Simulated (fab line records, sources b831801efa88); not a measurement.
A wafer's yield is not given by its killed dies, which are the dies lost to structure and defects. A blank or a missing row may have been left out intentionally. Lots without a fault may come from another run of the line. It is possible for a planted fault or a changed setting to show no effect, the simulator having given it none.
Struck lot and sound lot, side by side ; flow sky130 ; 21 out of 708 route steps
Sound: these wafers, L688.1, L688.2, L688.6. Struck: wafers L680.1, L680.2, L680.3. The cause is given at the end.
Per side, at each step with rows, come the tool, then ch with its chambers, and then its first start. Under that, the readings that differ: sound wafers ; struck wafers ; difference of the means ; sigmas: that difference in standard deviations of wafers without a fault.
alike: words and numbers the same on both sides, and readings whose means are apart by under 2 such deviations; not compared: readings that were withheld, readings missing a value for some wafer, numbers with overlapping values and no deviation given by the record, and bounds like >300 which may hide the same value.
The two part at a step that has a row with sigmas, a row that says differs or no value, or rows on one side only. Numbers that don't overlap but have no deviation are shown without sigmas and don't part them. A reading missing from all wafers of one side parts the sides only when that side holds two or more wafers.

SKY_METAL3_STRIP_19: strips in O2/N2.
  sound on plasma-asher-04 ch 0,1, day 43 21:45; struck on plasma-asher-04 ch 0,1, day 41 15:18
  alike: drypump-motor-current-A, o2-flow-sccm, oes-product-au, strip-time-to-endpoint-s
  not compared: rf-hours-counter-h
then, 4 steps without rows for these wafers: SKY_METAL3_STRIP_20 (strips in post etch residue remover, time 1200 s); SKY_METAL3_CLEAN_21 (cleans in IPA, time 180 s); SKY_METAL3_CLEAN_22 (cleans in O3/DIW); SKY_VIA3_HDPCVD_00 (deposits SiO2, target thk 1635 nm, time 272.5 s).
SKY_VIA3_THK_MEAS_01:
  struck on film-metro-03, day 41 16:11; sound on film-metro-01, day 43 22:31
  alike: VIA3_HDPCVD_THK
SKY_VIA3_CMP_02: polishes SiO2.
  sound on cmp-02 ch 0,2, day 43 22:40; struck on cmp-01 ch 1,2,3, day 41 16:48
  alike: motor-current-A
SKY_VIA3_BOW_MEAS_03:
  struck on film-metro-02, day 41 17:06; sound on film-metro-02, day 43 22:56
reading;sound;struck;difference;sigmas
VIA3_BOW (um);84 78 88;64 69 69;-16;-2
then, 4 steps without rows for these wafers: SKY_VIA3_DEHYDRATE_04 (time 60 s); SKY_VIA3_HMDS_05 (prime time 60 s); SKY_VIA3_COAT_06 (resist thk 60 nm); SKY_VIA3_COAT_07 (resist thk 450 nm).
SKY_VIA3_SOFTBAKE_08: time 90 s.
  sound on litho-track-04 ch 0, day 44 10:00; struck on litho-track-03 ch 0, day 42 04:00
reading;sound;struck;difference;sigmas
heater-power-total-W (W);57.25 57.29 57.39;61.75 61.83 61.78;+4.48;+41
plate-temp-C (C);99.91 99.91 100.06;105.35 105.37 105.55;+5.46;+39
model.KrF-thick_of_VIA3_COAT_07.thk-nm (nm);449.6 449.6 450.6;445.6 445.3 446;-4.3;
then, 3 steps without rows for these wafers: SKY_VIA3_EXPOSE_09 (exposes mask VIM3, target cd 200 nm); SKY_VIA3_PEB_10; SKY_VIA3_DEVELOP_11 (develop time 60 s).
SKY_VIA3_CD_MEAS_12 targets a cd of 200 nm.
  struck on cd-sem-01, day 42 16:48; sound on cd-sem-01, day 44 21:18
reading;sound;struck;difference;sigmas
cd-nm (nm);197.9 198.0 199.0;202.7 203.9 202.9;+4.9;+3
SKY_VIA3_OVL_MEAS_13:
  struck on overlay-02, day 42 16:55; sound on overlay-02, day 44 21:25
  alike: VIA3_OVL
SKY_VIA3_ETCH_14: etches BARC in N2/H2, stops on SiO2, time 45.9 s, target depth 60 nm.
  sound on rie-diel-04 ch 0,2, day 44 21:27; struck on rie-diel-03 ch 0,1,2, day 42 16:57
reading;sound;struck;difference;sigmas
model.KrF-thick_of_VIA3_COAT_07.thk-nm (nm);393.9 392.5 393.4;387.9 386.8 388;-5.7;
model.VIA3.cd-nm (nm);197.2 198.6 199.6;203.4 203.8 203.7;+5.2;
  alike: drypump-motor-current-A, oes-product-au, throttle-valve-pct
  not compared: rf-hours-counter-h
SKY_VIA3_ETCH_15: etches SiO2 in C4F8/O2/Ar, stops on TiN, target depth 507 nm, time 78 s.
  sound on rie-diel-04 ch 0,2, day 44 21:29; struck on rie-diel-03 ch 0,1,2, day 42 16:59
  alike: oes-product-au
  not compared: rf-hours-counter-h
-- the record jumps here: 6 days lie between the struck wafers' starts before and after (it left off in module VIA3 and takes up again in module PAD_OPEN, whose first step shown is number 708 of the route) --
SKY_PAD_OPEN_PROBE_99:
  only the struck wafers here have rows in the record (prober-02, day 48 11:53); the sound ones have none

## WHERE THEY PART
At SKY_VIA3_BOW_MEAS_03 first; at SKY_PAD_OPEN_PROBE_99 last (within this record only).

WHY: whatever the simulator had introduced
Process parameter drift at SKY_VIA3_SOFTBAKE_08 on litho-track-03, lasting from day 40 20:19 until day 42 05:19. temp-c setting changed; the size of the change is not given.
